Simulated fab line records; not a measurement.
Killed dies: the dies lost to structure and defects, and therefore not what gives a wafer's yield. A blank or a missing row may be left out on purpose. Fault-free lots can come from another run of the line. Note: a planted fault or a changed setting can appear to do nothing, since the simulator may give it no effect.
The same fault as seen by 2 desks | flow sky130 | numbers are kept per desk, each desk with only its own; the story behind them comes last

AT THE METROLOGY DESK
Means of the sampled wafers that have a number, per lot and without regard to the tool the lot ran on: this is what the gauges read. Marked OUT: a lot whose mean sits more than 4 standard deviations from the usual mean, which makes it out of limits; the brackets give that distance.
Columns: A = cdNm at SKY_METAL4_CD_MEAS_13, usual 300.2 nm; B = METAL4_OVL at SKY_METAL4_OVL_MEAS_14, usual 2 nm; C = VIA4_HDPCVD_THK at SKY_VIA4_THK_MEAS_01, usual 1749 nm; D = VIA4_BOW at SKY_VIA4_BOW_MEAS_03, usual 78 um; E = VIA4_OVL at SKY_VIA4_OVL_MEAS_11, usual -0.1 nm; F = VIA4_W_RS at SKY_VIA4_RS_MEAS_19, usual 0.2271 ohm/sq; G = VIA4_W_THK at SKY_VIA4_THK_MEAS_20, usual 486 nm
lot  | first seen here | A     | B  | C    | D  | E    | F      | G
L479 | day 42 19:14    | 299.6 | -3 | 1762 | 71 | -0.2 | 0.2274 | 492
L480 | day 42 21:07    | 298.5 | -1 | 1751 | 78 | 0.3  | 0.2268 | 494
L484 | day 43 22:47    | 300.6 | 0  | 1747 | 80 | 2.8  | 0.2270 | 484
L483 | day 44 04:25    | 300.8 | 5  | 1765 | 84 | 1.4  | 0.2291 | 487
L486 | day 44 07:09    | 299.9 | -7 | 1753 | 75 | 0.9  | 0.2264 | 492
L489 | day 45 12:21    | 301.9 | 3  | 1739 | 83 | 0.7  | 0.2294 | 481
Result from this desk: across the 6 lots, nothing is out of limits.

DESK OF THE TOOL OWNER: rieDiel-02
The tool's own readings at SKY_METAL4_ETCH_17 (etches SiO2 in C4F8/O2/Ar, stops on TiN, time 3.9 s, target depth 15 nm): means of the sampled wafers that have a number, for each lot that ran on this tool. Marked OUT: a lot whose mean sits more than 4 standard deviations from the usual mean, which makes it out of limits; the brackets give that distance.
Columns: A = oesProductAu at SKY_METAL4_ETCH_17, usual 0.757 a.u.
lot  | first seen here | A
L484 | day 43 23:04    | 0.753
L483 | day 44 04:40    | 0.758
L486 | day 44 07:25    | 0.754
L489 | day 45 12:37    | 0.760
Result from this desk: across the 4 lots, nothing is out of limits.

TAKEN TOGETHER
At the metrology desk, nothing out of limits was observed.
The desk of the tool owner found nothing out of limits.

WHAT WAS PUT IN BY THE SIMULATOR
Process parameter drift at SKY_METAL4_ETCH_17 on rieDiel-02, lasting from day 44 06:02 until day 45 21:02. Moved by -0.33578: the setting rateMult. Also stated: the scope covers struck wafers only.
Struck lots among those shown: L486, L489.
